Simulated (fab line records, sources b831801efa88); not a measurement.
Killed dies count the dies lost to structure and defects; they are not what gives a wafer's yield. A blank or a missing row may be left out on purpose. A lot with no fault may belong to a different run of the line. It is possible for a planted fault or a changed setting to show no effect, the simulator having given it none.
8D (eight disciplines) problem report, filled in by code ; flow gf180mcu ; the parts of the form that need people (team, actions taken, sign-off) are left out

== 1. WHAT WENT WRONG ==
Mean of temp_c at GF_DUAL_GATE_WET_ETCH_12: 8.40 C across 6 wafers in 2 lots; on wafers with no fault it is 24.99 C (standard deviation 0.1). So: -99 or more standard deviations from the usual mean.
The step: etches SiO2 in dHF, target depth 13 nm, time 260 s.
Earliest sighting: wafer L370.3 on wet_bench-01 at day 13 07:14. The record holds 42 wafers of 14 lots with a number at this step. By rule, "out" or "out of limits" means more than 4 standard deviations away from the usual mean. Any other wafer with a number is counted as sound.

== 2. WHAT THIS IS AND IS NOT ==
question;is;is not
which readings at this step;temp_c, bath_heat_duty_pct;-
which lots;L370, L374;L353, L354, L355, L356, L358, L359, L360, L363, L364, L366, L369, L372
which wafers of those lots;all that have a number;-
read on which tools;wet_bench-01;wet_bench-02, wet_bench-03
when;from day 13 07:14;"up to then (33 sound wafers); but 3 sound wafers of L372 came after"

== 3. WHAT RULES OUT EACH SUSPECT ==
Counting: a tool stays on the suspect list if, at a process step up to the reading, it processed all lots that are out and no sound lot following the first of them.
- wet_bench-01 at GF_DUAL_GATE_WET_ETCH_12 (etches SiO2 in dHF, target depth 13 nm, time 260 s): kept. It processed each lot that is out, first L370 at day 13 07:14, and no sound lot thereafter; up to then, the last sound lot it processed was L366 at day 12 01:38. Out on those wafers are its own readings of bath_heat_duty_pct, temp_c.
Left after counting: wet_bench-01 at GF_DUAL_GATE_WET_ETCH_12.

== 4. THE CAUSE (what the simulator had put in) ==
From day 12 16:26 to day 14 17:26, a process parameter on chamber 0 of wet_bench-01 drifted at GF_DUAL_GATE_WET_ETCH_12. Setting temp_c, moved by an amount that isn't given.
Only this tool survived the counting.

== 5. SEQUENCE OF EFFECTS, ordered by route ==
Rows list readings where the struck wafers' mean (over those with a number) sits beyond 3 standard deviations from the usual. Only readings for which the record gives a usual standard deviation are gone through. hours: the time from each lot's start at the first step in this table that gives one to its start at this step, as a median over the lots. sigmas: the change in usual standard deviations.
hours;step;reading;usual;on struck wafers;change;sigmas
0;GF_DUAL_GATE_WET_ETCH_12;bath_heat_duty_pct;6.2 %;0.0;-6.2;-8.6
0;GF_DUAL_GATE_WET_ETCH_12;temp_c;24.99 C;8.40;-16.59;-99 or more
The process steps in it:
- GF_DUAL_GATE_WET_ETCH_12: etches SiO2 in dHF, target depth 13 nm, time 260 s.
Later measuring or inspecting steps at which every struck wafer that the step has a row for has a number for every such reading, and none has moved that far: GF_POLY_GATE_CD_MEAS_18.

== 6. HOW IT WOULD HAVE BEEN CAUGHT EARLIER ==
15 hours passed between the start of the fault at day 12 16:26 and the first reading out of limits in this record, taken at day 13 07:14.
